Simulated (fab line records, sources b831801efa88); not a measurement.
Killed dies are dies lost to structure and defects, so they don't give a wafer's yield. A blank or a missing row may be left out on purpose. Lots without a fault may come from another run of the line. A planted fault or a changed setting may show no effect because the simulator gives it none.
A struck lot beside a sound one | flow sky130 | 23 steps out of a route of 708
Sound: wafers L225.1, L225.5, L225.6. Struck: wafer L220.6. (L220.3 of the same lot was not struck and is left out.) The cause comes at the end.
At each step with rows: each side's tool, then ch and its chambers, then its first start. Under that, the readings that differ: sound wafers | struck wafers | difference of the means | sigmas: that difference in standard deviations of wafers without a fault.
alike: readings whose means differ by less than 2 such deviations, and words and numbers that are the same on both sides. not compared: withheld readings, readings that some wafer has no value for, bounds like >300 that may hide the same value, and numbers for which the record gives no deviation and whose values overlap.
The two part at a step that has a row with sigmas, a row that says differs or no value, or rows on one side only. Numbers that don't overlap but have no deviation are shown without sigmas and don't part them. A reading that every wafer of one side lacks parts them only if that side has two wafers or more.

first, 1 step without rows for these wafers: SKY_CAP2M_DEVELOP_11 (develop time 60 s).
SKY_CAP2M_OVL_MEAS_12:
  sound on overlay-02, day 46 00:50; struck on overlay-01, day 44 21:11
  alike: CAP2M_OVL
SKY_CAP2M_METAL_ETCH_13: etches TiN in Cl2/BCl3, stops on SiO2, target depth 220 nm, time 62.9 s.
  sound on rie_metal-02 ch 0,1, day 46 00:53; struck on rie_metal-02 ch 1, day 44 21:14
  alike: drypump_motor_current_A, oes_product_au, throttle_valve_pct
  not compared: rf_hours_counter_h
SKY_CAP2M_STRIP_14: strips in O2/N2.
  sound on plasma_asher-03 ch 0,1, day 46 00:58; struck on plasma_asher-04 ch 1, day 44 21:19
  alike: drypump_motor_current_A, oes_product_au, strip_time_to_endpoint_s
  not compared: rf_hours_counter_h
then, 8 steps without rows for these wafers: SKY_CAP2M_STRIP_15 (strips in post etch residue remover, time 1200 s); SKY_CAP2M_CLEAN_16 (cleans in IPA, time 180 s); SKY_CAP2M_CLEAN_17 (cleans in O3/DIW); SKY_METAL4_DEHYDRATE_05 (time 60 s); SKY_METAL4_HMDS_06 (prime time 60 s); SKY_METAL4_COAT_07 (resist thk 60 nm); SKY_METAL4_COAT_08 (resist thk 1140 nm); SKY_METAL4_SOFTBAKE_09 (time 90 s).
SKY_METAL4_EXPOSE_10: exposes mask MM4, target cd 300 nm.
  sound on krf_scanner-02 ch 0, day 46 13:01; struck on krf_scanner-01 ch 0, day 45 09:20
  alike: mask
then, 2 steps without rows for these wafers: SKY_METAL4_PEB_11; SKY_METAL4_DEVELOP_12 (develop time 60 s).
SKY_METAL4_CD_MEAS_13: target cd 300 nm.
  sound on cd_sem-01, day 46 22:41; struck on cd_sem-01, day 45 19:55
  reading    | sound             | struck | difference | sigmas
  cd_nm (nm) | 298.9 298.8 298.8 | 286.0  | -12.8      | -11
SKY_METAL4_OVL_MEAS_14:
  sound on overlay-01, day 46 22:49; struck on overlay-01, day 45 20:00
  reading         | sound    | struck | difference | sigmas
  METAL4_OVL (nm) | -2 -2 -4 | 8      | +11        | +2
SKY_METAL4_DESCUM_15: chemistry O2, time 8 s.
  sound on rie_metal-04 ch 0,1, day 46 22:51; struck on rie_metal-03 ch 1, day 45 20:02
  reading                 | sound           | struck | difference | sigmas
  model.METAL4.cd_nm (nm) | 299 299.4 298.3 | 285.6  | -13.3      |
  alike: drypump_motor_current_A, oes_product_au
  not compared: rf_hours_counter_h
SKY_METAL4_ETCH_16: etches BARC in N2/H2, stops on SiO2, time 88.2 s, target depth 60 nm.
  sound on rie_metal-04 ch 0,1, day 46 22:53; struck on rie_metal-03 ch 1, day 45 20:05
  alike: drypump_motor_current_A, oes_product_au, throttle_valve_pct
  not compared: rf_hours_counter_h
SKY_METAL4_ETCH_17: etches SiO2 in C4F8/O2/Ar, stops on TiN, time 3.9 s, target depth 15 nm.
  sound on rie_diel-02 ch 0,1,3, day 46 22:59; struck on rie_diel-04 ch 0, day 45 20:09
  alike: oes_product_au
  not compared: rf_hours_counter_h
SKY_METAL4_METAL_ETCH_18: etches the open film in Cl2/BCl3, stops on SiO2, target depth 845 nm, time 183.1 s.
  sound on rie_metal-03 ch 0,1, day 46 23:00; struck on rie_metal-04 ch 1, day 45 20:14
  reading                 | sound             | struck | difference | sigmas
  model.METAL4.cd_nm (nm) | 292.3 293.9 290.6 | 288.9  | -3.4       |
  alike: drypump_motor_current_A, oes_product_au, throttle_valve_pct
  not compared: rf_hours_counter_h
SKY_METAL4_STRIP_19: strips in O2/N2.
  sound on plasma_asher-04 ch 0,1, day 46 23:11; struck on plasma_asher-01 ch 0, day 45 20:23
  reading                     | sound       | struck | difference | sigmas
  drypump_motor_current_A (A) | 6.4 6.4 6.1 | 5.0    | -1.3       | -3
  alike: oes_product_au, strip_time_to_endpoint_s
  not compared: rf_hours_counter_h
-- the record jumps here: 4 days lie between the struck wafers' starts before and after (it left off in module METAL4 and takes up again in module PAD_OPEN, whose first step shown is number 708 of the route) --
SKY_PAD_OPEN_PROBE_99:
  sound on prober-02, day 50 10:34; struck on prober-01, day 49 12:40
  reading                      | sound                | struck | difference | sigmas
  killed_at_other              | 0 0 0                | 1      | +1         | +2
  killed_open                  | 53 54 55             | 35     | -19        | -3
  model.etest.met4.line_ohm_um | 0.1422 0.1483 0.1478 | 0.1501 | +0.0040    |
  alike: defect_limited_yield, killed_at_M0_to_M3, killed_at_M4_up, killed_at_contacts, killed_at_front_end, killed_dies, killed_short, sort_bin_3_pad_short, sort_bin_5_function, sort_bin_6_memory, sort_n_pass, sort_yield_pct
  not compared: model.etest.met4.width_nm

WHERE THEY PART
First at SKY_METAL4_CD_MEAS_13; last, within this record, at SKY_PAD_OPEN_PROBE_99.

WHY: what the simulator had put in
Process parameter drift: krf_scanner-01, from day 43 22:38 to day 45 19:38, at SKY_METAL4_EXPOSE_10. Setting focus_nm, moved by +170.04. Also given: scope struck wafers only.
